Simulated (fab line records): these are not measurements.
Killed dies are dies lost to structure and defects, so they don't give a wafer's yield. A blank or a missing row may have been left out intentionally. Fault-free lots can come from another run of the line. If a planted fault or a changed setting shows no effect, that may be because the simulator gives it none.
The tool behind it: which one? -- flow sky130 -- Sampling: 6 lots, 18 wafers, 2 of 708 route steps

== WHAT THE GAUGES READ, wafer by wafer ==
SKY_VT_ADJUST_LVTN_TW_MEAS_21.
lot,measured,on,VT_ADJUST_LVTN_2_TW
L228,day 8 02:18,film-metro-02,189.3 189.2 188.6
L231,day 8 15:10,film-metro-02,188.0 188.9 188.2
L239,day 11 00:28,film-metro-04,209.5 208.7 209.4
L243,day 12 06:08,film-metro-04,189.1 189.4 189.1
L247,day 13 02:31,film-metro-02,187.8 189.6 189.0
L250,day 14 20:58,film-metro-03,186.4 186.5 186.3

== TOOL THAT RAN EACH LOT (tool first, then ch and the chambers of the sampled wafers, then the start) ==
lot,SKY_VT_ADJUST_LVTN_IMPLANT_19
L228,"implanter-01 ch 0, day 8 02:03"
L231,"implanter-04 ch 0, day 8 14:55"
L239,"implanter-04 ch 0, day 11 00:13"
L243,"implanter-01 ch 0, day 12 05:56"
L247,"implanter-01 ch 0, day 13 02:16"
L250,"implanter-01 ch 0, day 14 20:45"
- SKY_VT_ADJUST_LVTN_IMPLANT_19

== THE ANSWER, worked out from the rows above alone ==
Rule: the usual values come from the lots themselves. Put in order of their means at a reading, lots are off if they are a third of the lots or fewer, leave a main group of 4 or more, and stand apart from it by a gap of 3 or more times the standard deviation of the main group's means; of several such gaps the widest counts. A main group whose means are all the same, to the digits that the tables above print for the reading, isn't used. A lot without any number at a reading at which 4 lots or more have one is off too. All remaining lots with rows at the step are treated as sound.
Off: L239, seen at SKY_VT_ADJUST_LVTN_TW_MEAS_21 (VT_ADJUST_LVTN_2_TW). The main group: mean 188.4, standard deviation 1.
If a tool, at a process step before that reading, ran all the lots that are off and no sound lot after the first of them, it fits. Those tools and the gauges at SKY_VT_ADJUST_LVTN_TW_MEAS_21 are tried in the same way. One fits: SKY_VT_ADJUST_LVTN_IMPLANT_19 on implanter-04. Its last sound lot is L231 (day 8 14:55), its first lot that is off L239 (day 11 00:13): a fault that began between those two fits.

== WHAT THE SIMULATOR PUT IN ==
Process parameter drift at SKY_VT_ADJUST_LVTN_IMPLANT_19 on implanter-04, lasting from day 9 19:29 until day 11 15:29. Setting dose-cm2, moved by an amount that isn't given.
Struck lots among those shown: L239. The rule given above showed the same thing.
